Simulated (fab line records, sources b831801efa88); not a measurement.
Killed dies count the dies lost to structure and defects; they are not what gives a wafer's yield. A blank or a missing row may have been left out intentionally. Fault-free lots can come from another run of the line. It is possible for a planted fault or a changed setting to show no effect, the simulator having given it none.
Which of the tools did it? | flow gf180mcu | 15 lots with 45 wafers sampled at 4 steps, on a route of 602 steps

## WHAT THE GAUGES SHOWED, per wafer
GF_M5_CD_MEAS_07: target cd 280 nm.
lot  | measured     | on        | cd_nm (nm)
L171 | day 26 03:32 | cd_sem-01 | 279.6 279.8 278.9
L172 | day 26 11:01 | cd_sem-02 | 278.1 278.7 278.4
L173 | day 26 13:38 | cd_sem-02 | 279.7 278.7 280.4
L177 | day 28 04:14 | cd_sem-01 | 280.4 281.4 280.1
L180 | day 29 07:35 | cd_sem-01 | 279.6 279.6 280.7
L179 | day 29 08:59 | cd_sem-02 | 278.6 278.3 278.4
L181 | day 29 21:58 | cd_sem-01 | 279.1 280.4 279.3
L182 | day 30 02:19 | cd_sem-02 | 279.5 278.9 278.9
L185 | day 30 09:59 | cd_sem-02 | - - -
L184 | day 30 10:22 | cd_sem-02 | - - -
L188 | day 31 00:31 | cd_sem-01 | - - -
L191 | day 31 15:56 | cd_sem-02 | 279.9 280.0 279.1
L192 | day 32 00:16 | cd_sem-02 | 278.8 279.4 279.0
L193 | day 32 04:28 | cd_sem-01 | 280.1 279.4 280.1
L194 | day 32 11:22 | cd_sem-02 | 278.3 278.6 277.5

## WHICH TOOL RAN EACH LOT (tool, then ch and the chambers of the sampled wafers, then the start)
lot  | GF_V4_CMP_26                  | GF_MIM_SPUTTER_09            | GF_M5_EXPOSE_04
L171 | cmp-01 ch 1,2,3, day 24 08:26 | pvd_sputter-04, day 24 09:04 | krf_scanner-01 ch 0, day 25 18:05
L172 | cmp-01 ch 0,2,3, day 24 16:39 | pvd_sputter-01, day 24 17:20 | krf_scanner-02 ch 0, day 26 01:25
L173 | cmp-01 ch 1,2,3, day 24 19:23 | pvd_sputter-01, day 24 20:04 | krf_scanner-02 ch 0, day 26 03:01
L177 | cmp-01 ch 2,3, day 26 11:55   | pvd_sputter-02, day 26 12:33 | krf_scanner-01 ch 0, day 27 18:52
L180 | cmp-01 ch 0,1,2, day 27 16:31 | pvd_sputter-04, day 27 17:13 | krf_scanner-02 ch 0, day 28 21:40
L179 | cmp-02 ch 0,1,2, day 27 17:53 | pvd_sputter-04, day 27 18:34 | krf_scanner-01 ch 0, day 28 23:35
L181 | cmp-02 ch 0,1,2, day 28 07:44 | pvd_sputter-04, day 28 08:16 | krf_scanner-02 ch 0, day 29 13:00
L182 | cmp-01 ch 2,3, day 28 12:11   | pvd_sputter-04, day 28 12:52 | krf_scanner-02 ch 0, day 29 16:25
L185 | cmp-01 ch 1,2,3, day 28 19:05 | pvd_sputter-04, day 28 19:46 | krf_scanner-02, day 30 01:29
L184 | cmp-02 ch 0,1,3, day 28 19:26 | pvd_sputter-01, day 28 20:07 | krf_scanner-02, day 30 01:57
L188 | cmp-02 ch 2,3, day 29 10:26   | pvd_sputter-01, day 29 11:04 | krf_scanner-01, day 30 15:19
L191 | cmp-02 ch 0,1,3, day 30 04:02 | pvd_sputter-02, day 30 04:37 | krf_scanner-01 ch 0, day 31 07:05
L192 | cmp-01 ch 2,3, day 30 11:47   | pvd_sputter-01, day 30 12:25 | krf_scanner-01 ch 0, day 31 16:05
L193 | cmp-02 ch 0,1,2, day 30 16:36 | pvd_sputter-01, day 30 17:17 | krf_scanner-01 ch 0, day 31 20:32
L194 | cmp-01 ch 0,2, day 30 23:45   | pvd_sputter-04, day 31 00:23 | krf_scanner-02 ch 0, day 32 02:49
- GF_V4_CMP_26: polishes, stops on SiO2, t overpolish 15 s, target thk 0 nm.
- GF_MIM_SPUTTER_09: material TiN, target thk 35 nm, time 29.2 s.
- GF_M5_EXPOSE_04: exposes mask Metal5, target cd 280 nm.

## WHAT THE TOOLS THEMSELVES READ (means of the sampled wafers that have a number; where no wafer has one, the mark that the record gives instead)
GF_V4_CMP_26.
lot  | tool   | motor_current_A (A) | overpolish_run_s (s) | time_to_endpoint_s (s)
L171 | cmp-01 | 10.9                | 14.994               | 89
L172 | cmp-01 | 11.0                | 14.995               | 82
L173 | cmp-01 | 11.0                | 14.995               | 90
L177 | cmp-01 | 11.0                | 15.006               | 86
L180 | cmp-01 | 11.3                | 14.994               | 87
L179 | cmp-02 | 10.4                | 15.001               | 88
L181 | cmp-02 | 10.2                | 15.003               | 83
L182 | cmp-01 | 10.9                | 14.997               | 88
L185 | cmp-01 | 10.8                | 14.999               | 88
L184 | cmp-02 | 10.8                | 14.995               | 84
L188 | cmp-02 | 10.5                | 15.000               | 85
L191 | cmp-02 | 11.0                | 14.995               | 85
L192 | cmp-01 | 10.4                | 15.006               | 86
L193 | cmp-02 | 10.2                | 14.994               | 83
L194 | cmp-01 | 11.3                | 14.992               | 83

GF_MIM_SPUTTER_09.
lot  | tool           | throttle_valve_pct (%)
L171 | pvd_sputter-04 | 29.5
L172 | pvd_sputter-01 | 30.7
L173 | pvd_sputter-01 | 31.1
L177 | pvd_sputter-02 | 29.2
L180 | pvd_sputter-04 | 29.6
L179 | pvd_sputter-04 | 29.3
L181 | pvd_sputter-04 | 29.6
L182 | pvd_sputter-04 | 29.5
L185 | pvd_sputter-04 | 29.3
L184 | pvd_sputter-01 | 31.0
L188 | pvd_sputter-01 | 30.4
L191 | pvd_sputter-02 | 29.1
L192 | pvd_sputter-01 | 31.2
L193 | pvd_sputter-01 | 31.3
L194 | pvd_sputter-04 | 29.2

GF_M5_EXPOSE_04.
lot  | tool           | exposure_dose_mJ_cm2 | focus_offset_nm (nm) | reticle_temp_C (C)
L171 | krf_scanner-01 | 27.95                | -0.4                 | 22.93
L172 | krf_scanner-02 | 28.53                | 0.2                  | 22.97
L173 | krf_scanner-02 | 28.55                | 0.7                  | 22.95
L177 | krf_scanner-01 | 27.96                | -0.2                 | 22.97
L180 | krf_scanner-02 | 28.55                | -0.2                 | 22.93
L179 | krf_scanner-01 | 27.99                | -0.0                 | 22.93
L181 | krf_scanner-02 | 28.55                | -0.2                 | 23.01
L182 | krf_scanner-02 | 28.52                | 0.6                  | 23.05
L185 | krf_scanner-02 | -                    | -                    | -
L184 | krf_scanner-02 | -                    | -                    | -
L188 | krf_scanner-01 | -                    | -                    | -
L191 | krf_scanner-01 | 27.98                | -0.1                 | 23.05
L192 | krf_scanner-01 | 27.97                | -0.4                 | 23.09
L193 | krf_scanner-01 | 27.96                | -0.3                 | 23.12
L194 | krf_scanner-02 | 28.56                | -0.3                 | 23.01

## THE ANSWER, worked out from the rows above alone
Rule: usual is defined by the lots themselves. The widest of any qualifying gaps counts: lots, ordered by their means at a reading, are off when they make up no more than a third of the lots, leave a main group of 4 or more, and stand apart from it by 3 or more times the standard deviation of that group's means. Not used: any main group whose means are identical at the precision the tables above print for the reading. A lot without any number at a reading at which 4 lots or more have one is off too. Any other lot the step has rows for is counted as sound. The gauges are gone through in route order, then the tools' own readings, and for those a lot's mean is taken as printed above. The first step at which some lot is off is used, and at that step the reading that is off furthest; a lot without a number counts as furthest.
Off at GF_M5_CD_MEAS_07 (cd_nm): L185, L184, L188. Without a number there: L185, L184, L188. The main group has a mean of 279.3 nm with a standard deviation of 0.7.
If a tool, at a process step before that reading, ran all the lots that are off and no sound lot after the first of them, it fits. Not tried: the gauges at GF_M5_CD_MEAS_07; whatever is off there is also off at GF_M5_EXPOSE_04, on other tools, and gauge error can't account for it. Not one of the candidates tried fits.

## WHAT HAD BEEN PUT IN BY THE SIMULATOR
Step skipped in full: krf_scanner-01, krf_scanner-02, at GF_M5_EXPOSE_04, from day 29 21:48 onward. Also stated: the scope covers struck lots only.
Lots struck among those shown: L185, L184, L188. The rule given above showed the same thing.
